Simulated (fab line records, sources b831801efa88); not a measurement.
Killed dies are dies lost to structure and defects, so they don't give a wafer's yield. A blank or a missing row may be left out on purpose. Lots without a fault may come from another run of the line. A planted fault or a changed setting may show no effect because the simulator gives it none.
Problem report in the 8D (eight disciplines) form, filled by code | flow sfq_line | the parts of the form that need people (team, actions taken, sign-off) are left out

1. THE PROBLEM
oes_product_au at SFQ_TRILAYER_I0_VIA_BARC_OPEN_VIA_ETCH_046 reads a mean of 0.724 a.u. on 2 wafers of 2 lots; wafers without a fault read 0.685 a.u. with a standard deviation of 0.0045. That is +8.6 standard deviations from the usual mean.
The step: etches BARC in O2, target depth 125 nm, time 41.7 s.
First seen on wafer L687.6, day 21 12:20, on rie_diel-02. The record holds 16 wafers of 6 lots with a number at this step. Rule for "out", or "out of limits": more than 4 standard deviations from the usual mean. The other wafers with a number count as sound.

2. WHAT IT IS AND WHAT IT IS NOT
question                    | is                           | is not
which readings at this step | oes_product_au, run_length_s | drypump_motor_current_A
which lots                  | L687, L688                   | L683, L684, L694, L697
which wafers of those lots  | L687.6, L688.6               | L687.1, L688.1
read on which tools         | rie_diel-02                  | rie_diel-03
when                        | from day 21 12:20            | up to then (7 sound wafers); but 7 sound wafers of L688, L694, L697 came after

3. SUSPECTS, AND WHAT RULES EACH OUT
Counting: a tool at a process step up to the reading stays a suspect if it ran every lot that is out. Sound lots after the first of them don't rule it out here, since some wafers of a struck lot are sound.
- pecvd-02 at SFQ_TRILAYER_I0_DEP_PECVD_027 (deposits SiO2 from SiH4/N2O, time 111.11 s, target thk 500 nm): kept. It ran every lot that is out, first L687 (day 15 09:50).
- cmp-01 at SFQ_TRILAYER_I0_CMP_CMP_028 (polishes SiO2): kept. It ran every lot that is out, first L687 (day 15 11:25).
- rie_diel-02 at SFQ_TRILAYER_I0_VIA_BARC_OPEN_VIA_ETCH_046 (etches BARC in O2, target depth 125 nm, time 41.7 s): kept. It ran every lot that is out, first L687 (day 21 12:20); its last sound lot up to then is L684 (day 20 14:37). Its own readings are out on those wafers: oes_product_au, run_length_s.
- Within pecvd-02 at SFQ_TRILAYER_I0_DEP_PECVD_027: the wafers that are out ran in chamber 0; their sound lot-mates ran in chambers 1, 2.
Left after counting: pecvd-02 at SFQ_TRILAYER_I0_DEP_PECVD_027, cmp-01 at SFQ_TRILAYER_I0_CMP_CMP_028, rie_diel-02 at SFQ_TRILAYER_I0_VIA_BARC_OPEN_VIA_ETCH_046.

4. THE CAUSE (what the simulator had put in)
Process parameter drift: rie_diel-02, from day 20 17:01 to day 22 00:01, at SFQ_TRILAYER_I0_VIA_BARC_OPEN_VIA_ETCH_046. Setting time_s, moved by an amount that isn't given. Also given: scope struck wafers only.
Counting left 3 suspects, and this tool is among them.

5. THE CHAIN OF EFFECTS, in route order
Each row: a reading whose mean over the struck wafers that have a number lies more than 3 standard deviations from the usual. Only readings for which the record gives a usual standard deviation are gone through. hours: the time from each lot's start at the first step in this table that gives one to its start at this step, as a median over the lots. sigmas: the change in usual standard deviations.
hours | step                                       | reading        | usual      | on struck wafers | change | sigmas
0     | SFQ_TRILAYER_I0_VIA_BARC_OPEN_VIA_ETCH_046 | oes_product_au | 0.685 a.u. | 0.724            | +0.038 | +8.6
0     | SFQ_TRILAYER_I0_VIA_BARC_OPEN_VIA_ETCH_046 | run_length_s   | 70.3 s     | 66.9             | -3.4   | -7.1
The process steps in it:
- SFQ_TRILAYER_I0_VIA_BARC_OPEN_VIA_ETCH_046: etches BARC in O2, target depth 125 nm, time 41.7 s.

6. WHAT WOULD HAVE CAUGHT IT SOONER
In this record the first reading out of limits was taken at day 21 12:20, 19 hours after the fault began at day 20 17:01.
